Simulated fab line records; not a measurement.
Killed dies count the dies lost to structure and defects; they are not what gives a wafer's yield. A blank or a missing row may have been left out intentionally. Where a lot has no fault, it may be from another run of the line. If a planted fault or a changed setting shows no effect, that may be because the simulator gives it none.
Split-lot trial :: flow sfqLine :: 23 wafers read from 5 lots, route of 325 steps

== ON THE SPLIT ==
At SFQ_TRILAYER_I4_VIA_LITHO_PEB_106 (peb time 60 s), the setting pebTimeS was moved away from the recipe's 60 s on 7 of the 23 wafers read, by -8.3% to +13.9%. All remaining wafers had this setting at the recipe value.

== FROM THE SPLIT TO THE READING: what the file shows between them, 2 steps ==
- SFQ_TRILAYER_I4_VIA_LITHO_DEVELOP_105: time 60 s
- SFQ_TRILAYER_I4_VIA_BARC_OPEN_VIA_ETCH_146: etches BARC in O2, target depth 125 nm, time 41.7 s

== THE READING ==
I4.cdNm (the simulator's own value, which no gauge read), in nm, at SFQ_TRILAYER_I4_VIA_ETCH_VIA_ETCH_106 (etches SiO2 in CHF3, stops on Nb, target depth 260 nm). The file gives no usual value for it. Average 699.7 nm, standard deviation 2.7 nm, over the 16 wafers here run with the recipe.

wafer: L074.1
tool, chamber at the split: lithoTrack-04, 0
pebTimeS as run, s: 60
against the recipe: recipe
I4.cdNm, nm: 694.8
against lot-mates on the recipe: -

wafer: L074.2
tool, chamber at the split: lithoTrack-04, 0
pebTimeS as run, s: 68.35
against the recipe: +13.9%
I4.cdNm, nm: 715.3
against lot-mates on the recipe: +18.3

wafer: L074.3
tool, chamber at the split: lithoTrack-04, 0
pebTimeS as run, s: 60
against the recipe: recipe
I4.cdNm, nm: 698.2
against lot-mates on the recipe: -

wafer: L074.4
tool, chamber at the split: lithoTrack-04, 0
pebTimeS as run, s: 60
against the recipe: recipe
I4.cdNm, nm: 698.1
against lot-mates on the recipe: -

wafer: L074.5
tool, chamber at the split: lithoTrack-04, 0
pebTimeS as run, s: 68.35
against the recipe: +13.9%
I4.cdNm, nm: 717.2
against lot-mates on the recipe: +20.2

wafer: L075.1
tool, chamber at the split: lithoTrack-02, 0
pebTimeS as run, s: 60
against the recipe: recipe
I4.cdNm, nm: 698
against lot-mates on the recipe: -

wafer: L075.4
tool, chamber at the split: lithoTrack-02, 0
pebTimeS as run, s: 60
against the recipe: recipe
I4.cdNm, nm: 698
against lot-mates on the recipe: -

wafer: L075.2
tool, chamber at the split: lithoTrack-02, 0
pebTimeS as run, s: 55.02
against the recipe: -8.3%
I4.cdNm, nm: 685.7
against lot-mates on the recipe: -12.3

wafer: L075.3
tool, chamber at the split: lithoTrack-02, 0
pebTimeS as run, s: 55.02
against the recipe: -8.3%
I4.cdNm, nm: 687.7
against lot-mates on the recipe: -10.3

wafer: L075.6
tool, chamber at the split: lithoTrack-02, 0
pebTimeS as run, s: 55.02
against the recipe: -8.3%
I4.cdNm, nm: 687.2
against lot-mates on the recipe: -10.8

wafer: L076.3
tool, chamber at the split: lithoTrack-04, 0
pebTimeS as run, s: 60
against the recipe: recipe
I4.cdNm, nm: 702.5
against lot-mates on the recipe: -

wafer: L076.4
tool, chamber at the split: lithoTrack-04, 0
pebTimeS as run, s: 60
against the recipe: recipe
I4.cdNm, nm: 703.2
against lot-mates on the recipe: -

wafer: L076.6
tool, chamber at the split: lithoTrack-04, 0
pebTimeS as run, s: 60
against the recipe: recipe
I4.cdNm, nm: 702.8
against lot-mates on the recipe: -

wafer: L081.1
tool, chamber at the split: lithoTrack-04, 0
pebTimeS as run, s: 60
against the recipe: recipe
I4.cdNm, nm: 703.5
against lot-mates on the recipe: -

wafer: L081.2
tool, chamber at the split: lithoTrack-04, 0
pebTimeS as run, s: 60
against the recipe: recipe
I4.cdNm, nm: 703.3
against lot-mates on the recipe: -

wafer: L081.3
tool, chamber at the split: lithoTrack-04, 0
pebTimeS as run, s: 60
against the recipe: recipe
I4.cdNm, nm: 701.6
against lot-mates on the recipe: -

wafer: L081.4
tool, chamber at the split: lithoTrack-04, 0
pebTimeS as run, s: 60
against the recipe: recipe
I4.cdNm, nm: 698
against lot-mates on the recipe: -

wafer: L081.6
tool, chamber at the split: lithoTrack-04, 0
pebTimeS as run, s: 60
against the recipe: recipe
I4.cdNm, nm: 698.5
against lot-mates on the recipe: -

wafer: L084.1
tool, chamber at the split: lithoTrack-04, 0
pebTimeS as run, s: 57.6
against the recipe: -4.0%
I4.cdNm, nm: 692.3
against lot-mates on the recipe: -5.8

wafer: L084.2
tool, chamber at the split: lithoTrack-04, 0
pebTimeS as run, s: 60
against the recipe: recipe
I4.cdNm, nm: 696.4
against lot-mates on the recipe: -

wafer: L084.3
tool, chamber at the split: lithoTrack-04, 0
pebTimeS as run, s: 60
against the recipe: recipe
I4.cdNm, nm: 698
against lot-mates on the recipe: -

wafer: L084.4
tool, chamber at the split: lithoTrack-04, 0
pebTimeS as run, s: 60
against the recipe: recipe
I4.cdNm, nm: 699.9
against lot-mates on the recipe: -

wafer: L084.5
tool, chamber at the split: lithoTrack-04, 0
pebTimeS as run, s: 57.6
against the recipe: -4.0%
I4.cdNm, nm: 690.3
against lot-mates on the recipe: -7.8

THE FIT
A straight line over all 23 wafers: I4.cdNm changes by +1.35 nm for each +1% of pebTimeS; r = +0.94; the points scatter about the line by 2.6 nm.
The same after taking each lot's own level away (the mean of its wafers on the recipe; 23 wafers): +1.38 nm for each +1%; r = +0.98; scatter 1.6 nm.
The reading moves by 19 nm for the largest change in pebTimeS, on that fit.
From 697.03 to 702.83 nm: that is the span of the lots' own levels, equal to 2.2 times the standard deviation above.
Consequently the slope shifts little with the lot-to-lot level, the two slopes agreeing.
Check: for one of the wafers moved furthest among these (+13.9%), held out of the fit, the line's prediction against its lot-mates is +19.7 nm. Against them it came out at +18.3 nm.

== THESE WAFERS: OTHER SPLITS ==
Before the reading, these wafers also passed through other splits. Each is held against what the fit with the lots' levels taken away leaves over:
other split on the same wafers: SFQ_TRILAYER_M2_LITHO_PEB_060 pebTimeS
wafers away from the commonest value: 8
r with I4.cdNm (lot level and that fit taken away): +0.01

other split on the same wafers: SFQ_TRILAYER_I2_VIA_LITHO_COAT_072 resistThkNm
wafers away from the commonest value: 8
r with I4.cdNm (lot level and that fit taken away): -0.04

other split on the same wafers: SFQ_TRILAYER_I2_VIA_LITHO_EXPOSE_068 doseMj
wafers away from the commonest value: 5
r with I4.cdNm (lot level and that fit taken away): +0.12

other split on the same wafers: SFQ_TRILAYER_M3_LITHO_COAT_075 resistThkNm
wafers away from the commonest value: 9
r with I4.cdNm (lot level and that fit taken away): +0.02

other split on the same wafers: SFQ_TRILAYER_I3_VIA_LITHO_COAT_090 spinRpm
wafers away from the commonest value: 12
r with I4.cdNm (lot level and that fit taken away): +0.33

other split on the same wafers: SFQ_TRILAYER_I3_VIA_LITHO_EXPOSE_086 doseMj
wafers away from the commonest value: 9
r with I4.cdNm (lot level and that fit taken away): -0.08

other split on the same wafers: SFQ_TRILAYER_M4_LITHO_COAT_098 resistThkNm
wafers away from the commonest value: 6
r with I4.cdNm (lot level and that fit taken away): -0.16

other split on the same wafers: SFQ_TRILAYER_I4_CMP_CMP_100 downForcePsi
wafers away from the commonest value: 8
r with I4.cdNm (lot level and that fit taken away): -0.23

== THE WHOLE CHAIN: every reading that the file lists as answering this split, in the file's order ==
step: SFQ_TRILAYER_I4_VIA_BARC_OPEN_VIA_ETCH_146
what it does: etches BARC in O2, target depth 125 nm, time 41.7 s
reading: I4.cdNm (the simulator's own value, which no gauge read)
change (the file's fit): +1.32 nm for each +1% of the setting
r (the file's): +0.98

step: SFQ_TRILAYER_I4_VIA_ETCH_VIA_ETCH_106
what it does: etches SiO2 in CHF3, stops on Nb, target depth 260 nm
reading: I4.cdNm (the simulator's own value, which no gauge read)
change (the file's fit): +1.39 nm for each +1% of the setting
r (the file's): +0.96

== FILE'S OWN FIT ==
I4.cdNm changes by +1.39 nm for each +1% of pebTimeS, r = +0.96.
